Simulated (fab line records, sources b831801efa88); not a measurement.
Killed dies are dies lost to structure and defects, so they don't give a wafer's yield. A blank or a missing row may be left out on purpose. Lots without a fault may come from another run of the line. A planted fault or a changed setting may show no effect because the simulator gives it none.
fab line records | flow gf180mcu
record lots=24 wafers=72 last_day=34
route steps=602 shown V3@455 M4@462 V4@481
lots that met no fault: from a run of the same line without faults
start_h: hours from the record's first day to the start of the lot's first wafer shown | wait_h: hours since the lot's step before | " the same as in the row above | L1.1+2: a row that stands for several wafers | - no value, or no start given | * or withheld: withheld | < > ~ a bound
route shown NAME@n: a module of which the file shows steps, and the number in the route of the first | usual: mean/standard deviation of fault-free wafers | same: alike in all rows | chamber/n: place in a boat | sites: the reading at each site | _std_site: their standard deviation | _edge_site: outer sites' mean less inner sites' | radius_mm: how far each site lies from the wafer's centre | mask NAME#n: copy n | behind: the tool/chamber that last shaped the wafer | hold: why the lot was held/for how many hours/how that ended | device: the transistor (n, p or np) that didn't switch | end of line: the same wafers' tests at the end of the route | a step without rows: its recipe alone | killed: dies lost to structure and defects at the first sort, not the wafer's yield | map: a wafer's dies, x killed, . not, _ none there
set.NAME: the setting as run; set.NAME@STEP: as run at that earlier step | model.NAME: the simulator's own value behind a step, which no gauge read
steps of the route over a sample of lots; a table a step, a row a wafer
services: from which hour (start_h, from the record's first day; less than 0 if before it) a tool's chamber was out of use, for how many hours, and why
## steps
# step GF_V3_CMP_26
# recipe stop_on=SiO2 down_force_psi=3.5 platen_rpm=60 t_overpolish_s=15 target_thk_nm=0 pad_velocity_m_s=0.94248
# usual motor_current_A=11.1/1.1 overpolish_run_s=15.000/0.0094 platen_rpm=60.00/0.038 retaining_ring_pressure_frac=1.000/0.0052 slurry_flow_ml_min=149.9/0.47 time_to_endpoint_s=87/3.7
# same t_overpolish_s=15
# columns lot.wafer tool chamber start_h wait_h motor_current_A overpolish_run_s platen_rpm retaining_ring_pressure_frac slurry_flow_ml_min time_to_endpoint_s
L074.4 cmp-01 1 519.32 0.0 10.5 15.007 60.01 1.011 149.6 92
L074.2 " 0 " " 12.5 14.995 59.95 0.992 150.2 89
L074.5 " 1 " " 10.4 14.996 60.01 1.007 150.4 94
L075.1 cmp-02 3 536.04 0.1 10.9 15.001 59.94 0.999 149.7 86
L075.2 " 0 " " 13.5 15.005 60.04 1.002 149.9 90
L075.5 " 0 " " 12.3 15.008 59.95 0.995 149.6 93
L076.2 cmp-01 3 541.68 0.2 10.4 14.994 59.93 1.002 150.7 89
L076.5 " 0 " " 12.7 14.984 60.05 0.998 150.4 88
L076.6 " 1 " " 10.0 15.001 60.00 0.999 149.6 93
L077.3 cmp-01 3 551.24 0.0 9.7 14.989 60.07 1.001 149.6 92
L077.2 " 1 " " 10.2 14.998 60.00 0.990 149.4 94
L077.5 " 3 " " 9.7 15.008 59.95 1.007 150.4 87
L078.1 cmp-01 0 558.09 0.2 12.3 15.018 60.04 0.992 150.3 85
L078.6 " 1 " " 10.3 15.011 59.94 0.995 148.9 92
L078.5 " 2 " " 10.5 15.010 59.99 0.990 149.3 88
L079.4 cmp-02 1 570.97 0.0 9.5 15.011 60.00 1.001 150.9 92
L079.3 " 3 " " 11.4 15.006 60.05 0.998 150.0 81
L079.6 " 1 " " 9.8 15.001 60.00 1.000 150.6 88
L080.2 cmp-01 2 574.82 0.6 10.9 14.996 60.03 0.992 150.4 86
L080.1 " 3 " " 9.7 14.999 59.93 0.994 151.1 83
L080.5 " 3 " " 10.8 15.011 59.98 0.993 150.3 85
L081.3 cmp-01 1 593.59 0.0 10.5 14.995 60.03 1.005 149.9 88
L081.2 " 3 " " 10.0 14.995 60.01 0.994 150.1 87
L081.1 " 0 " " 12.8 14.989 59.94 1.002 150.2 87
L082.4 cmp-01 3 599.80 0.2 10.9 15.014 59.97 0.998 149.7 89
L082.5 " 0 " " 12.7 15.005 59.96 1.007 149.8 85
L082.6 " 1 " " 10.1 14.999 60.01 1.012 150.0 89
L083.4 cmp-02 1 601.34 0.4 10.0 14.992 59.99 1.000 149.1 93
L083.6 " 3 " " 11.3 14.983 60.02 1.002 149.1 81
L083.5 " 0 " " 13.1 15.001 59.99 0.993 150.1 91
L084.4 cmp-02 0 611.77 0.1 13.2 15.014 60.01 0.997 150.1 83
L084.5 " 2 " " 11.3 15.003 60.00 1.002 149.2 83
L084.6 " 3 " " 10.8 15.007 59.97 1.004 149.7 76
L085.4 cmp-02 2 613.79 0.0 11.0 14.989 59.96 1.004 149.4 86
L085.3 " 3 " " 10.7 15.010 60.00 0.996 150.4 83
L085.5 " 3 " " 11.2 15.001 60.00 0.993 150.0 84
L086.4 cmp-02 0 625.28 0.1 12.8 14.990 59.98 1.000 149.4 86
L086.1 " 2 " " 10.7 14.998 60.05 1.011 149.6 85
L086.5 " 0 " " 13.5 14.998 59.92 0.999 149.0 87
L087.3 cmp-02 1 634.79 0.0 9.3 14.988 59.96 0.996 150.0 87
L087.1 " 2 " " 10.8 14.998 60.02 0.997 150.0 85
L087.2 " 0 " " 13.6 14.978 60.04 1.004 150.1 87
L088.2 cmp-01 0 644.29 0.1 12.8 14.997 60.05 0.997 150.4 82
L088.3 " 2 " " 11.1 14.988 60.02 0.992 149.6 85
L088.6 " 0 " " 12.7 14.987 59.95 1.001 149.9 79
L089.4 cmp-01 0 645.85 0.0 12.7 14.995 60.07 1.003 150.2 81
L089.1 " 3 " " 10.9 15.000 59.96 1.004 150.6 90
L089.5 " 1 " " 10.9 15.012 60.06 0.990 149.3 89
L090.1 cmp-02 1 653.76 0.1 9.6 14.983 60.01 1.003 150.4 88
L090.5 " 1 " " 10.0 15.009 60.02 1.003 149.4 87
L090.6 " 2 " " 10.3 15.012 60.00 0.997 149.3 84
L091.2 cmp-01 2 658.67 0.0 11.3 15.006 59.96 0.999 149.6 80
L091.3 " 3 " " 10.1 15.000 59.96 1.003 149.8 83
L091.4 " 0 " " 12.6 15.000 60.08 0.999 149.3 79
L092.1 cmp-01 3 669.89 0.1 10.5 14.997 59.92 0.999 150.7 84
L092.2 " 0 " " 12.7 14.995 60.07 1.003 150.1 84
L092.6 " 3 " " 10.3 14.992 59.98 1.001 150.0 86
L093.4 cmp-02 0 672.84 0.1 12.5 15.002 59.98 0.995 150.1 86
L093.6 " 3 " " 11.1 15.009 59.98 1.006 150.0 78
L093.5 " 0 " " 13.1 15.011 59.99 0.998 150.0 83
L094.3 cmp-01 1 678.69 0.1 10.8 15.010 59.99 1.003 149.3 93
L094.1 " 2 " " 11.2 15.006 59.97 1.002 149.6 91
L094.6 " 0 " " 12.3 14.997 60.00 0.999 150.0 87
L095.3 cmp-02 0 688.95 0.0 13.2 15.015 59.98 1.006 150.5 86
L095.2 " 1 " " 9.5 14.992 60.01 0.998 148.9 86
L095.5 " 0 " " 13.5 15.003 60.02 1.007 150.2 84
L096.2 cmp-02 3 691.64 0.1 10.9 15.008 59.94 0.992 150.6 83
L096.3 " 0 " " 13.5 14.985 60.06 1.003 150.5 87
L096.6 " 2 " " 11.2 14.999 59.95 1.000 150.5 86
L097.3 cmp-02 3 696.47 0.1 11.0 15.011 60.00 1.000 150.7 79
L097.2 " 1 " " 9.5 15.009 60.03 0.995 150.0 89
L097.6 " 2 " " 10.6 15.007 59.99 0.997 150.4 84
# step GF_M4_THK_MEAS_06
# recipe thk_meas_gauge=xrf reads=AlCu_of_M4_SPUTTER_02
# usual M4_ALCU_THK=454/5.1
# columns lot.wafer tool chamber start_h wait_h M4_ALCU_THK[nm]
L074.2 film_metro-01 - 519.97 0.1 456
L074.4 " - " " 457
L074.5 " - " " 449
L075.1 film_metro-01 - 536.68 0.1 459
L075.2 " - " " 451
L075.5 " - " " 454
L076.2 film_metro-03 - 542.18 0.1 459
L076.5 " - " " 450
L076.6 " - " " 447
L077.2 film_metro-03 - 551.89 0.1 456
L077.3 " - " " 458
L077.5 " - " " 458
L078.1 film_metro-02 - 558.58 0.1 454
L078.5 " - " " 456
L078.6 " - " " 456
L079.3 film_metro-01 - 571.63 0.1 453
L079.4 " - " " 453
L079.6 " - " " 454
L080.1 film_metro-03 - 575.46 0.1 455
L080.2 " - " " 457
L080.5 " - " " 450
L081.1 film_metro-01 - 594.23 0.1 461
L081.2 " - " " 460
L081.3 " - " " 457
L082.4 film_metro-02 - 600.32 0.1 451
L082.5 " - " " 455
L082.6 " - " " 452
L083.4 film_metro-01 - 601.91 0.1 461
L083.5 " - " " 460
L083.6 " - " " 462
L084.4 film_metro-02 - 612.34 0.1 450
L084.5 " - " " 452
L084.6 " - " " 452
L085.3 film_metro-03 - 614.45 0.1 461
L085.4 " - " " 456
L085.5 " - " " 454
L086.1 film_metro-02 - 625.87 0.1 459
L086.4 " - " " 464
L086.5 " - " " 460
L087.1 film_metro-01 - 635.43 0.1 454
L087.2 " - " " 454
L087.3 " - " " 454
L088.2 film_metro-02 - 644.89 0.1 463
L088.3 " - " " 451
L088.6 " - " " 456
L089.1 film_metro-03 - 646.49 0.1 466
L089.4 " - " " 459
L089.5 " - " " 460
L090.1 film_metro-02 - 654.40 0.1 449
L090.5 " - " " 449
L090.6 " - " " 447
L091.2 film_metro-01 - 659.32 0.1 444
L091.3 " - " " 450
L091.4 " - " " 447
L092.1 film_metro-01 - 671.61 0.1 453
L092.2 " - " " 446
L092.6 " - " " 444
L093.4 film_metro-02 - 673.49 0.1 454
L093.5 " - " " 456
L093.6 " - " " 452
L094.1 film_metro-02 - 679.25 0.1 441
L094.3 " - " " 451
L094.6 " - " " 441
L095.2 film_metro-03 - 689.60 0.1 451
L095.3 " - " " 447
L095.5 " - " " 455
L096.2 film_metro-02 - 692.19 0.1 457
L096.3 " - " " 456
L096.6 " - " " 461
L097.2 film_metro-03 - 697.07 0.1 448
L097.3 " - " " 454
L097.6 " - " " 453
# step GF_M4_CD_MEAS_14
# recipe target_cd_nm=280
# usual cd_nm=279.9/1.1
# columns lot.wafer tool chamber start_h wait_h cd_nm
L074.2 cd_sem-01 - 542.79 0.1 280.3
L074.4 " - " " 279.8
L074.5 " - " " 280.4
L075.1 cd_sem-01 - 559.07 0.1 280.6
L075.2 " - " " 280.6
L075.5 " - " " 280.1
L076.2 cd_sem-01 - 564.34 0.1 280.7
L076.5 " - " " 279.5
L076.6 " - " " 279.3
L077.2 cd_sem-02 - 574.15 0.1 280.0
L077.3 " - " " 279.9
L077.5 " - " " 280.4
L078.1 cd_sem-01 - 580.43 0.1 279.3
L078.5 " - " " 280.1
L078.6 " - " " 279.4
L079.3 cd_sem-01 - 593.20 0.1 281.8
L079.4 " - " " 280.6
L079.6 " - " " 282.0
L080.1 cd_sem-02 - 596.77 0.1 279.6
L080.2 " - " " 278.5
L080.5 " - " " 279.8
L081.1 cd_sem-02 - 615.22 0.1 279.4
L081.2 " - " " 279.7
L081.3 " - " " 279.3
L082.4 cd_sem-02 - 621.01 0.1 280.2
L082.5 " - " " 280.3
L082.6 " - " " 280.5
L083.4 cd_sem-02 - 623.42 0.1 278.9
L083.5 " - " " 279.0
L083.6 " - " " 279.3
L084.4 cd_sem-02 - 632.60 0.2 281.2
L084.5 " - " " 280.2
L084.6 " - " " 280.3
L085.3 cd_sem-02 - 635.00 0.1 279.8
L085.4 " - " " 280.7
L085.5 " - " " 281.2
L086.1 cd_sem-02 - 645.78 0.1 280.5
L086.4 " - " " 279.9
L086.5 " - " " 279.0
L087.1 cd_sem-02 - 654.86 0.1 281.0
L087.2 " - " " 280.4
L087.3 " - " " 280.6
L088.2 cd_sem-02 - 664.44 0.1 282.0
L088.3 " - " " 282.4
L088.6 " - " " 281.4
L089.1 cd_sem-02 - 666.49 0.2 279.8
L089.4 " - " " 279.0
L089.5 " - " " 279.3
L090.1 cd_sem-02 - 673.95 0.2 280.1
L090.5 " - " " 279.6
L090.6 " - " " 279.9
L091.2 cd_sem-02 - 678.79 0.1 277.2
L091.3 " - " " 278.3
L091.4 " - " " 277.6
L092.1 cd_sem-01 - 690.82 0.1 281.2
L092.2 " - " " 282.2
L092.6 " - " " 283.1
L093.4 cd_sem-02 - 692.12 0.1 281.1
L093.5 " - " " 280.5
L093.6 " - " " 281.4
L094.1 cd_sem-01 - 698.01 0.1 279.7
L094.3 " - " " 279.5
L094.6 " - " " 278.8
L095.2 cd_sem-02 - 708.19 0.1 277.9
L095.3 " - " " 278.4
L095.5 " - " " 278.1
L096.2 cd_sem-02 - 710.23 0.1 279.2
L096.3 " - " " 279.5
L096.6 " - " " 279.2
L097.2 cd_sem-01 - 715.94 0.1 279.5
L097.3 " - " " 280.7
L097.6 " - " " 279.9
# step GF_M4_METAL_ETCH_16
# recipe chemistry=Cl2/BCl3 mask_material=KrF target_depth_nm=750.8 stop_on=SiO2 pressure_mtorr=8 icp_w=800 bias_w=140 Cl2_flow_sccm=80 bcl3_flow_sccm=40 time_s=125.1
# usual drypump_motor_current_A=5.5/0.42 oes_product_au=0.989/0.0098 rf_fwd_power_W=795.8/2.9 throttle_valve_pct=28.231/0.013
# columns lot.wafer tool chamber start_h wait_h drypump_motor_current_A oes_product_au rf_fwd_power_W rf_hours_counter_h throttle_valve_pct
L074.2 rie_metal-01 0 542.93 0.0 5.7 0.996 797.7 10 28.227
L074.4 " 1 " " 5.8 0.991 795.2 - 28.221
L074.5 " 1 " " 5.7 0.997 796.1 - 28.219
L075.1 rie_metal-04 0 559.23 0.0 5.0 0.985 798.4 7 28.225
L075.2 " 1 " " 5.2 0.966 796.5 1 28.269
L075.5 " 1 " " 5.2 0.975 797.4 - 28.252
L076.2 rie_metal-04 0 564.48 0.0 5.1 0.994 799.5 7 28.234
L076.5 " 1 " " 5.2 0.967 792.7 - 28.260
L076.6 " 0 " " 5.1 0.996 797.3 - 28.230
L077.2 rie_metal-04 0 574.28 0.0 5.0 0.999 802.2 7 28.229
L077.3 " 0 " " 5.0 1.000 796.9 - 28.239
L077.5 " 1 " " 5.2 0.976 796.3 - 28.247
L078.1 rie_metal-04 1 580.58 0.0 5.2 0.979 797.2 2 28.250
L078.5 " 0 " " 5.0 0.991 793.5 - 28.246
L078.6 " 1 " " 5.2 0.959 795.6 - 28.260
L079.3 rie_metal-01 0 593.41 0.1 5.7 0.993 788.7 - 28.229
L079.4 " 0 " " 5.7 1.006 792.3 - 28.223
L079.6 " 0 " " 5.7 0.996 788.7 - 28.221
L080.1 rie_metal-02 0 596.93 0.0 6.0 0.992 793.7 0 28.215
L080.2 " 1 " " 4.9 0.982 794.2 4 28.242
L080.5 " 0 " " 6.1 0.985 794.4 - 28.237
L081.1 rie_metal-01 0 615.38 0.0 5.7 0.999 792.1 13 28.207
L081.2 " 1 " " 5.8 0.994 793.2 0 28.245
L081.3 " 1 " " 5.8 0.992 794.2 - 28.228
L082.4 rie_metal-02 1 621.15 0.1 4.9 0.992 790.4 - 28.209
L082.5 " 0 " " 6.0 1.002 798.1 - 28.222
L082.6 " 1 " " 4.9 0.987 800.2 - 28.234
L083.4 rie_metal-01 0 623.65 0.1 5.7 1.001 795.9 - 28.217
L083.5 " 0 " " 5.7 0.989 796.2 - 28.234
L083.6 " 0 " " 5.7 1.002 799.6 - 28.221
L084.4 rie_metal-01 1 632.74 0.1 5.8 0.991 793.7 - 28.240
L084.5 " 1 " " 5.8 0.998 795.2 - 28.223
L084.6 " 0 " " 5.8 0.994 790.2 - 28.228
L085.3 rie_metal-02 0 635.16 0.1 6.0 0.987 801.0 - 28.229
L085.4 " 1 " " 4.9 0.982 795.8 - 28.238
L085.5 " 0 " " 6.0 0.997 799.1 - 28.229
L086.1 rie_metal-02 1 645.93 0.0 4.9 0.993 798.8 6 28.229
L086.4 " 1 " " 4.9 0.998 797.8 - 28.220
L086.5 " 1 " " 4.9 1.001 800.5 - 28.232
L087.1 rie_metal-02 1 655.02 0.0 4.9 1.002 792.2 6 28.237
L087.2 " 0 " " 6.0 0.998 799.7 2 28.219
L087.3 " 0 " " 6.0 0.999 796.8 - 28.220
L088.2 rie_metal-02 0 664.58 0.0 6.1 0.994 796.2 2 28.198
L088.3 " 0 " " 6.1 0.993 791.8 - 28.230
L088.6 " 0 " " 6.1 0.991 792.8 - 28.223
L089.1 rie_metal-04 0 666.65 0.0 5.1 0.993 799.1 10 28.214
L089.4 " 0 " " 5.1 0.991 797.2 - 28.224
L089.5 " 0 " " 5.1 0.992 799.7 - 28.226
L090.1 rie_metal-04 0 674.10 0.0 5.1 0.984 799.9 11 28.230
L090.5 " 0 " " 5.1 0.991 798.8 - 28.222
L090.6 " 1 " " 5.2 0.968 794.8 - 28.265
L091.2 rie_metal-01 1 678.97 0.1 5.8 1.000 797.3 - 28.218
L091.3 " 1 " " 5.8 0.995 800.1 - 28.226
L091.4 " 1 " " 5.8 0.994 797.1 - 28.220
L092.1 rie_metal-02 0 690.98 0.0 6.0 0.999 795.5 3 28.232
L092.2 " 1 " " 4.9 0.992 794.5 8 28.224
L092.6 " 1 " " 4.9 0.995 793.9 - 28.212
L093.4 rie_metal-01 0 692.26 0.1 5.7 0.977 794.4 - 28.226
L093.5 " 0 " " 5.7 0.986 793.1 - 28.236
L093.6 " 1 " " 5.8 0.994 798.7 - 28.226
L094.1 rie_metal-04 0 698.17 0.0 5.1 0.994 795.6 12 28.220
L094.3 " 0 " " 5.1 0.996 796.6 - 28.217
L094.6 " 1 " " 5.2 0.982 790.4 - 28.218
L095.2 rie_metal-02 0 708.33 0.0 6.0 0.994 794.5 4 28.234
L095.3 " 1 " " 4.9 0.991 794.9 - 28.229
L095.5 " 0 " " 6.0 0.998 793.5 - 28.241
L096.2 rie_metal-01 1 710.37 0.0 5.7 0.995 796.2 5 28.231
L096.3 " 1 " " 5.8 0.995 797.9 - 28.230
L096.6 " 1 " " 5.8 0.996 793.7 - 28.234
L097.2 rie_metal-01 0 716.08 0.0 5.7 0.984 793.5 1 28.239
L097.3 " 0 " " 5.7 0.986 791.1 - 28.230
L097.6 " 0 " " 5.7 0.985 791.3 - 28.232
# step GF_V4_BOW_MEAS_05
# recipe mode=bow
# usual V4_BOW=134/7.7
# columns lot.wafer tool chamber start_h wait_h V4_BOW[um]
L074.2 film_metro-04 - 544.28 0.2 138
L074.4 " - " " 141
L074.5 " - " " 140
L075.1 film_metro-01 - 560.49 0.1 145
L075.2 " - " " 130
L075.5 " - " " 132
L076.2 film_metro-04 - 565.73 0.3 141
L076.5 " - " " 135
L076.6 " - " " 123
L077.2 film_metro-01 - 575.74 0.3 135
L077.3 " - " " 129
L077.5 " - " " 130
L078.1 film_metro-03 - 581.89 0.2 126
L078.5 " - " " 122
L078.6 " - " " 142
L079.3 film_metro-03 - 594.74 0.1 139
L079.4 " - " " 146
L079.6 " - " " 140
L080.1 film_metro-01 - 598.15 0.2 132
L080.2 " - " " 138
L080.5 " - " " 143
L081.1 film_metro-01 - 616.63 0.1 131
L081.2 " - " " 142
L081.3 " - " " 124
L082.4 film_metro-04 - 622.74 0.2 133
L082.5 " - " " 134
L082.6 " - " " 132
L083.4 film_metro-04 - 625.02 0.2 128
L083.5 " - " " 130
L083.6 " - " " 135
L084.4 film_metro-03 - 633.98 0.2 124
L084.5 " - " " 128
L084.6 " - " " 136
L085.3 film_metro-04 - 636.38 0.2 139
L085.4 " - " " 143
L085.5 " - " " 143
L086.1 film_metro-03 - 647.85 0.1 138
L086.4 " - " " 138
L086.5 " - " " 131
L087.1 film_metro-04 - 656.24 0.1 143
L087.2 " - " " 136
L087.3 " - " " 139
L088.2 film_metro-01 - 665.82 0.1 132
L088.3 " - " " 120
L088.6 " - " " 132
L089.1 film_metro-04 - 667.88 0.1 138
L089.4 " - " " 151
L089.5 " - " " 136
L090.1 film_metro-01 - 675.42 0.2 130
L090.5 " - " " 132
L090.6 " - " " 136
L091.2 film_metro-03 - 680.30 0.2 130
L091.3 " - " " 127
L091.4 " - " " 126
L092.1 film_metro-04 - 692.20 0.1 134
L092.2 " - " " 119
L092.6 " - " " 136
L093.4 film_metro-01 - 693.61 0.3 128
L093.5 " - " " 125
L093.6 " - " " 137
L094.1 film_metro-04 - 699.42 0.2 134
L094.3 " - " " 116
L094.6 " - " " 130
L095.2 film_metro-04 - 709.58 0.2 140
L095.3 " - " " 145
L095.5 " - " " 135
L096.2 film_metro-01 - 711.61 0.2 124
L096.3 " - " " 139
L096.6 " - " " 125
L097.2 film_metro-03 - 717.32 0.2 141
L097.3 " - " " 141
L097.6 " - " " 146
# step GF_V4_CD_MEAS_14
# recipe target_cd_nm=260
# usual cd_nm=259.8/1.3
# columns lot.wafer tool chamber start_h wait_h cd_nm
L074.2 cd_sem-01 - 566.95 0.1 258.9
L074.4 " - " " 260.1
L074.5 " - " " 259.0
L075.1 cd_sem-01 - 582.43 0.1 258.8
L075.2 " - " " 259.1
L075.5 " - " " 259.7
L076.2 cd_sem-02 - 588.33 0.1 258.6
L076.5 " - " " 259.6
L076.6 " - " " 261.0
L077.2 cd_sem-02 - 597.14 0.1 260.4
L077.3 " - " " 259.4
L077.5 " - " " 260.7
L078.1 cd_sem-02 - 603.23 0.1 259.4
L078.5 " - " " 260.4
L078.6 " - " " 260.7
L079.3 cd_sem-02 - 615.97 0.1 257.7
L079.4 " - " " 257.8
L079.6 " - " " 257.1
L080.1 cd_sem-02 - 619.63 0.1 259.6
L080.2 " - " " 259.9
L080.5 " - " " 260.5
L081.1 cd_sem-02 - 637.43 0.1 259.1
L081.2 " - " " 259.3
L081.3 " - " " 257.8
L082.4 cd_sem-02 - 643.49 0.1 260.6
L082.5 " - " " 262.2
L082.6 " - " " 261.8
L083.4 cd_sem-02 - 645.42 0.3 259.7
L083.5 " - " " 261.4
L083.6 " - " " 259.1
L084.4 cd_sem-02 - 653.68 0.1 258.3
L084.5 " - " " 258.6
L084.6 " - " " 258.9
L085.3 cd_sem-02 - 656.62 0.4 260.1
L085.4 " - " " 259.5
L085.5 " - " " 260.0
L086.1 cd_sem-02 - 666.83 0.1 261.4
L086.4 " - " " 262.5
L086.5 " - " " 263.2
L087.1 cd_sem-02 - 675.83 0.1 260.1
L087.2 " - " " 260.7
L087.3 " - " " 261.0
L088.2 cd_sem-02 - 685.35 0.1 261.2
L088.3 " - " " 260.8
L088.6 " - " " 261.5
L089.1 cd_sem-01 - 686.47 0.1 260.2
L089.4 " - " " 259.6
L089.5 " - " " 261.3
L090.1 cd_sem-01 - 694.47 0.1 258.4
L090.5 " - " " 258.4
L090.6 " - " " 257.3
L091.2 cd_sem-01 - 699.29 0.1 259.8
L091.3 " - " " 258.4
L091.4 " - " " 259.8
L092.1 cd_sem-01 - 710.48 0.1 260.3
L092.2 " - " " 260.7
L092.6 " - " " 261.2
L093.4 cd_sem-02 - 712.22 0.1 260.2
L093.5 " - " " 258.5
L093.6 " - " " 260.8
L094.1 cd_sem-01 - 718.41 0.1 260.6
L094.3 " - " " 259.5
L094.6 " - " " 259.6
L095.2 cd_sem-01 - 727.95 0.1 257.0
L095.3 " - " " 257.0
L095.5 " - " " 257.0
L096.2 cd_sem-02 - 729.48 0.1 259.9
L096.3 " - " " 260.0
L096.6 " - " " 258.9
L097.2 cd_sem-02 - 735.14 0.1 261.3
L097.3 " - " " 260.4
L097.6 " - " " 261.6
## services
# columns tool chamber start_h hours kind
cmp-02 - 543.04 17.6 pm
rie_metal-01 1 570.22 3.6 repair
cmp-02 - 572.03 4.0 pm
cmp-01 - 573.51 1.0 repair
rie_metal-04 - 574.45 0.1 repair
cmp-02 - 576.03 - consumable_replace:conditioner
cmp-02 - 576.03 - consumable_replace:pad
rie_metal-02 0 578.31 - clean
rie_metal-02 0 578.31 15.5 scheduled_down
rie_metal-02 0 578.31 15.5 vent_cycle
rie_metal-01 1 592.09 - clean
rie_metal-01 1 592.09 12.2 scheduled_down
rie_metal-01 1 592.09 12.2 vent_cycle
cmp-01 - 600.54 3.5 repair
cmp-02 - 620.41 1.0 repair
rie_metal-01 1 623.17 4.3 repair
rie_metal-01 - 623.96 1.4 pm
cmp-01 - 637.47 0.7 repair
rie_metal-01 0 664.07 - clean
rie_metal-01 0 664.07 27.7 scheduled_down
rie_metal-01 0 664.07 27.7 vent_cycle
rie_metal-04 - 672.40 0.8 repair
rie_metal-01 - 691.84 0.2 repair
cmp-02 - 708.83 6.0 pm
## key
fault none
